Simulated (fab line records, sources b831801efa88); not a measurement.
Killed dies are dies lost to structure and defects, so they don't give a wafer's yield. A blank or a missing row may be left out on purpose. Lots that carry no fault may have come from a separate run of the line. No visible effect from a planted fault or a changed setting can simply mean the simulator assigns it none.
What tool caused it? | flow sky130 | 13 lots, 39 wafers sampled, at 3 steps of a route of 708

== WHAT EACH GAUGE READ, for each wafer ==
SKY_METAL2_RS_MEAS_05: measures by four-point-probe. Usual: METAL2_ALCU_RS 0.1266 ohm/sq, standard deviation 0.0017.
lot  | measured     | on            | METAL2_ALCU_RS (ohm/sq) | flag
L374 | day 34 04:27 | film_metro-03 | 0.1280 0.1255 0.1261    |
L375 | day 34 12:08 | film_metro-04 | 0.1250 0.1271 0.1250    |
L376 | day 34 22:30 | film_metro-03 | 0.1250 0.1260 0.1248    |
L377 | day 35 06:48 | film_metro-03 | 0.1252 0.1286 0.1284    |
L378 | day 35 17:40 | film_metro-01 | 0.1310 0.1287 0.1282    |
L379 | day 35 22:16 | film_metro-01 | 0.1252 0.1250 0.1266    |
L380 | day 36 08:49 | film_metro-03 | 0.1240 0.1245 0.1243    |
L383 | day 37 02:37 | film_metro-01 | 0.1253 0.1263 0.1256    |
L386 | day 38 04:33 | film_metro-03 | 0.1318 0.1266 0.1262    |
L392 | day 39 20:24 | film_metro-04 | 0.1278 0.1270 0.1277    |
L393 | day 40 01:33 | film_metro-01 | 0.1275 0.1253 0.1272    |
L395 | day 40 15:56 | film_metro-03 | 0.1274 0.1270 0.1270    |
L396 | day 42 01:44 | film_metro-01 | 0.1247 0.1249 0.1244    |

SKY_METAL2_THK_MEAS_06: measures by xrf. Usual: METAL2_ALCU_THK 251 nm, standard deviation 3.2.
lot  | measured     | on            | METAL2_ALCU_THK (nm) | flag
L374 | day 34 04:34 | film_metro-03 | 249 253 251          |
L375 | day 34 12:16 | film_metro-04 | 255 250 253          |
L376 | day 34 22:37 | film_metro-03 | 254 251 255          |
L377 | day 35 06:55 | film_metro-03 | 251 246 247          |
L378 | day 35 17:47 | film_metro-01 | 244 249 250          |
L379 | day 35 22:23 | film_metro-01 | 254 255 252          |
L380 | day 36 08:56 | film_metro-03 | 255 252 254          |
L383 | day 37 02:43 | film_metro-01 | 253 250 254          |
L386 | day 38 04:40 | film_metro-03 | 240 248 249          |
L392 | day 39 20:31 | film_metro-04 | 248 251 251          |
L393 | day 40 01:40 | film_metro-01 | 249 250 251          |
L395 | day 40 16:02 | film_metro-03 | 250 250 250          |
L396 | day 42 01:51 | film_metro-01 | 254 255 254          |

== WHICH TOOL RAN EACH LOT (tool, then ch and the chambers of the sampled wafers, then the start) ==
lot  | SKY_METAL2_SPUTTER_02
L374 | pvd_sputter-03, day 34 04:22
L375 | pvd_sputter-03, day 34 12:03
L376 | pvd_sputter-04, day 34 22:25
L377 | pvd_sputter-01, day 35 06:43
L378 | pvd_sputter-01, day 35 17:35
L379 | pvd_sputter-04, day 35 22:10
L380 | pvd_sputter-03, day 36 08:42
L383 | pvd_sputter-03, day 37 02:30
L386 | pvd_sputter-01, day 38 04:28
L392 | pvd_sputter-04, day 39 20:18
L393 | pvd_sputter-04, day 40 01:28
L395 | pvd_sputter-03, day 40 15:49
L396 | pvd_sputter-03, day 42 01:38
- SKY_METAL2_SPUTTER_02: material AlCu, target thk 250 nm, time 13.3 s.

== AS READ BY THE TOOLS THEMSELVES (means over the sampled wafers that have a number; for cases with no such wafer, the mark the record gives instead) ==
SKY_METAL2_SPUTTER_02. Usual: 30.3 % for throttle_valve_pct, sd 0.85.
lot  | tool           | throttle_valve_pct (%) | flag
L374 | pvd_sputter-03 | 30.1                   |
L375 | pvd_sputter-03 | 30.1                   |
L376 | pvd_sputter-04 | 29.3                   |
L377 | pvd_sputter-01 | 31.1                   |
L378 | pvd_sputter-01 | 30.7                   |
L379 | pvd_sputter-04 | 29.6                   |
L380 | pvd_sputter-03 | 29.3                   |
L383 | pvd_sputter-03 | 29.6                   |
L386 | pvd_sputter-01 | 30.5                   |
L392 | pvd_sputter-04 | 29.7                   |
L393 | pvd_sputter-04 | 30.4                   |
L395 | pvd_sputter-03 | 30.2                   |
L396 | pvd_sputter-03 | 29.7                   |

== THE ANSWER, worked out from the rows above alone ==
Rule: a lot counts as off when the mean over its wafers that have a number is more than 3 standard deviations away from the usual mean. Also off: a lot with no number at a reading for which 4 or more lots have one. Where the step has rows for the other lots, those lots are counted as sound. The gauges are gone through in route order, then the tools' own readings, and for those a lot's mean is taken as printed above. The first step at which some lot is off is used, and at that step the reading that is off furthest; a lot without a number counts as furthest.
No lot is off on any of the readings shown, so nothing can be concluded from this.

== WHAT WAS PUT IN BY THE SIMULATOR ==
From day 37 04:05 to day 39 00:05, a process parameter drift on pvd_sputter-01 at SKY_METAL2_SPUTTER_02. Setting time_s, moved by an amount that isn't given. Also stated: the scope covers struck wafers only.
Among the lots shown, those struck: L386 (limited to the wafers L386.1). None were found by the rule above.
